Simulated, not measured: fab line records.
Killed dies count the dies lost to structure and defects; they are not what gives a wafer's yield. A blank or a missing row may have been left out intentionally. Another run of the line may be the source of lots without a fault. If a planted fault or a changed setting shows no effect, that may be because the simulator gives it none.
Which of the tools did it?	flow gf180mcu	10 lots, 30 wafers sampled, at 6 steps of a route of 602

## WHAT THE GAUGES READ, wafer by wafer
GF_V3_OVL_MEAS_15.
lot	measured	on	V3_OVL (nm)
L675	day 22 09:43	overlay-02	3 0 5
L676	day 22 19:10	overlay-02	-3 -4 -11
L678	day 23 10:07	overlay-01	2 -4 9
L679	day 24 06:54	overlay-02	-11 0 4
L682	day 25 18:34	overlay-01	-5 -11 -8
L685	day 26 14:46	overlay-02	-11 4 -10
L690	day 27 17:13	overlay-01	1 -6 3
L693	day 28 09:52	overlay-01	-1 -11 -7
L695	day 29 00:52	overlay-02	7 4 2
L697	day 29 16:37	overlay-01	-3 0 -3

GF_V3_RS_MEAS_24: uses a four-point probe to measure.
lot	measured	on	V3_W_RS (ohm/sq)
L675	day 22 10:38	filmMetro-01	0.327 0.329 0.327
L676	day 22 20:05	filmMetro-04	0.328 0.325 0.325
L678	day 23 11:01	filmMetro-04	0.324 0.331 0.327
L679	day 24 07:51	filmMetro-03	0.327 0.330 0.329
L682	day 25 19:28	filmMetro-01	0.324 0.325 0.322
L685	day 26 15:50	filmMetro-01	0.327 0.327 0.321
L690	day 27 18:08	filmMetro-01	0.703 0.330 0.329
L693	day 28 10:49	filmMetro-04	0.323 0.327 0.323
L695	day 29 01:48	filmMetro-01	0.324 0.327 0.323
L697	day 29 17:35	filmMetro-01	0.323 0.329 0.328

GF_V3_THK_MEAS_25: measures by xrf.
lot	measured	on	V3_W_THK (nm)
L675	day 22 10:45	filmMetro-01	340 335 337
L676	day 22 20:12	filmMetro-04	347 353 350
L678	day 23 11:08	filmMetro-04	349 342 350
L679	day 24 07:58	filmMetro-03	347 343 346
L682	day 25 19:35	filmMetro-01	342 340 343
L685	day 26 15:56	filmMetro-01	347 350 354
L690	day 27 18:15	filmMetro-01	163 343 344
L693	day 28 10:55	filmMetro-04	350 347 350
L695	day 29 01:55	filmMetro-01	344 343 346
L697	day 29 17:41	filmMetro-01	347 341 341

## EACH LOT AND THE TOOL THAT RAN IT (in order: tool; ch and the chambers of the sampled wafers; start)
lot	GF_V3_CMP_04	GF_V3_STRIP_18	GF_V3_CVD_23
L675	cmp-02 ch 1,3, day 21 09:19	plasmaAsher-03 ch 1, day 22 09:53	cvdW-01 ch 0, day 22 10:31
L676	cmp-01 ch 2,3, day 21 19:59	plasmaAsher-04 ch 1, day 22 19:20	cvdW-01 ch 0, day 22 19:58
L678	cmp-01 ch 1,2, day 22 10:07	plasmaAsher-02 ch 0,1, day 23 10:16	cvdW-01 ch 0,1, day 23 10:55
L679	cmp-02 ch 0,1,3, day 23 08:23	plasmaAsher-02 ch 0,1, day 24 07:04	cvdW-02 ch 1, day 24 07:43
L682	cmp-02 ch 0,1,3, day 24 20:43	plasmaAsher-03 ch 0,1, day 25 18:43	cvdW-01 ch 0,1, day 25 19:22
L685	cmp-01 ch 1,2, day 25 17:31	plasmaAsher-02 ch 0,1, day 26 14:56	cvdW-01 ch 0,1, day 26 15:42
L690	cmp-01 ch 1,3, day 26 20:32	plasmaAsher-02 ch 0,1, day 27 17:22	cvdW-01 ch 0,1, day 27 18:01
L693	cmp-01 ch 1,2,3, day 27 13:58	plasmaAsher-03 ch 0,1, day 28 10:02	cvdW-02 ch 0,1, day 28 10:41
L695	cmp-02 ch 0,1,3, day 28 05:11	plasmaAsher-03 ch 0,1, day 29 01:01	cvdW-02 ch 0,1, day 29 01:41
L697	cmp-01 ch 2,3, day 28 20:44	plasmaAsher-02 ch 0,1, day 29 16:47	cvdW-02 ch 0,1, day 29 17:28
- GF_V3_CMP_04: polishes SiO2.
- GF_V3_STRIP_18: strips in O2/N2.
- GF_V3_CVD_23: deposits W, target thk 350 nm, time 104.9 s.

## WHAT THE TOOLS THEMSELVES READ (means of the sampled wafers that have a number; where no wafer has one, the mark that the record gives instead)
GF_V3_CMP_04.
lot	tool	motorCurrentA (A)	platenRpm (rpm)	slurryFilterDpKPa (kPa)	timeToEndpointS (s)
L675	cmp-02	11.6	60.01	13.53	76
L676	cmp-01	12.7	60.01	13.52	74
L678	cmp-01	11.5	59.99	13.55	78
L679	cmp-02	12.2	60.00	13.45	76
L682	cmp-02	12.6	60.03	13.41	79
L685	cmp-01	11.1	60.01	13.59	81
L690	cmp-01	12.3	60.02	13.52	71
L693	cmp-01	11.6	60.01	13.50	74
L695	cmp-02	12.3	59.99	13.39	80
L697	cmp-01	12.2	59.99	13.45	74

GF_V3_STRIP_18.
lot	tool	chamberPressureMTorr (mTorr)	drypumpMotorCurrentA (A)	heaterPowerW (W)	oesProductAu (a.u.)
L675	plasmaAsher-03	1501.0	5.6	363	0.594
L676	plasmaAsher-04	1499.7	5.8	267	0.586
L678	plasmaAsher-02	1499.2	6.2	368	0.589
L679	plasmaAsher-02	1500.9	6.1	348	0.592
L682	plasmaAsher-03	1498.5	5.4	346	0.589
L685	plasmaAsher-02	1500.6	6.1	352	0.590
L690	plasmaAsher-02	1499.9	6.1	351	0.591
L693	plasmaAsher-03	1498.7	5.4	349	0.591
L695	plasmaAsher-03	1498.5	5.2	325	0.593
L697	plasmaAsher-02	1500.0	6.2	364	0.586

GF_V3_CVD_23.
lot	tool	chamberPressureTorr (Torr)	heaterPowerW (W)
L675	cvdW-01	39.95	911
L676	cvdW-01	39.97	923
L678	cvdW-01	39.95	861
L679	cvdW-02	39.89	821
L682	cvdW-01	39.98	874
L685	cvdW-01	39.98	812
L690	cvdW-01	40.01	874
L693	cvdW-02	40.07	846
L695	cvdW-02	40.00	853
L697	cvdW-02	39.94	861

## THE ANSWER, worked out from the rows above alone
Rule: the usual values come from the lots themselves. Put in order of their means at a reading, lots are off if they are a third of the lots or fewer, leave a main group of 4 or more, and stand apart from it by a gap of 3 or more times the standard deviation of the main group's means; of several such gaps the widest counts. If all means in a main group match to the digits the tables above print for the reading, that group is not used. A lot without any number at a reading at which 4 lots or more have one is off too. Where the step has rows for the other lots, those lots are counted as sound. First the gauges in route order, then the tools' own readings, where a lot's mean is used as printed above. At the first step where some lot is off, the reading lying furthest off is the one used; lots without a number count as furthest.
Off: at GF_V3_RS_MEAS_24 (V3_W_RS), L690. The main group: mean 0.326 ohm/sq, standard deviation 0.0016.
If a tool, at a process step before that reading, ran all the lots that are off and no sound lot after the first of them, it fits. Gauges at GF_V3_RS_MEAS_24: tried the same way as those tools. One fits: cvdW-01 at GF_V3_CVD_23. A fault onset in the window from L685 (day 26 15:42, its last sound lot) to L690 (day 27 18:01, its first lot off) fits.

## WHAT WAS PUT IN BY THE SIMULATOR
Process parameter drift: cvdW-01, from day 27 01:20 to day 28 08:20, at GF_V3_CVD_23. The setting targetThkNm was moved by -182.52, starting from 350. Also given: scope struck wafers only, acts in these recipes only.
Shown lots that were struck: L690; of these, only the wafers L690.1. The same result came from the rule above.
